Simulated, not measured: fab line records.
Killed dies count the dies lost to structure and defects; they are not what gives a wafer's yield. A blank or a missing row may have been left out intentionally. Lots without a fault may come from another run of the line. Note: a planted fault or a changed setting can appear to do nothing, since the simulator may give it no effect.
One fault seen from 2 desks ; flow sky130 ; every desk sees just its own numbers, and what lay behind them comes last

METROLOGY DESK
Lot by lot, what the gauges showed, no matter which tool ran the lot: averages of those sampled wafers that carry a number. Marked OUT: a lot whose mean sits more than 4 standard deviations from the usual mean, which makes it out of limits; the brackets give that distance.
Columns: A = CAPM_TIN_RS at SKY_CAPM_RS_MEAS_03, usual 6.94 ohm/sq
lot;first seen here;A
L149;day 36 23:03;6.98
L148;day 37 01:14;6.81
L151;day 37 07:53;6.99
L152;day 37 11:55;6.90
L153;day 37 21:07;7.10
L155;day 38 20:49;7.01
L159;day 40 02:04;6.97
L161;day 40 17:03;6.92
L162;day 40 22:43;6.96
L164;day 41 10:55;6.87
L165;day 41 14:38;6.94
L168;day 42 06:10;7.03
Result from this desk: across the 12 lots, nothing is out of limits.

DESK OF THE TOOL OWNER: plasma_asher-01
The tool's own readings at SKY_FIELD_ISO_STRIP_16 (strips in O2/N2): means of the sampled wafers that have a number, for each lot that ran on this tool. Marked OUT: a lot whose mean sits more than 4 standard deviations from the usual mean, which makes it out of limits; the brackets give that distance.
Columns: A = drypump_motor_current_A at SKY_FIELD_ISO_STRIP_16, usual 5.3 A; B = n2_flow_sccm at SKY_FIELD_ISO_STRIP_16, usual 300.0 sccm; C = oes_product_au at SKY_FIELD_ISO_STRIP_16, usual 0.377 a.u.; D = strip_time_to_endpoint_s at SKY_FIELD_ISO_STRIP_16, usual 3.53 s
lot;first seen here;A;B;C;D
L152;day 2 23:36;5.5;299.2;0.379;3.54
L153;day 3 06:31;5.1;299.9;0.381;3.52
L161;day 5 04:47;5.1;301.0;0.380;3.50
L162;day 5 08:55;5.5;300.3;0.377;3.51
Result from this desk: across the 4 lots, nothing is out of limits.

TAKEN TOGETHER
From the metrology desk's view, nothing was out of limits.
The tool owner's desk saw nothing out of limits.

WHAT THE SIMULATOR HAD INSERTED
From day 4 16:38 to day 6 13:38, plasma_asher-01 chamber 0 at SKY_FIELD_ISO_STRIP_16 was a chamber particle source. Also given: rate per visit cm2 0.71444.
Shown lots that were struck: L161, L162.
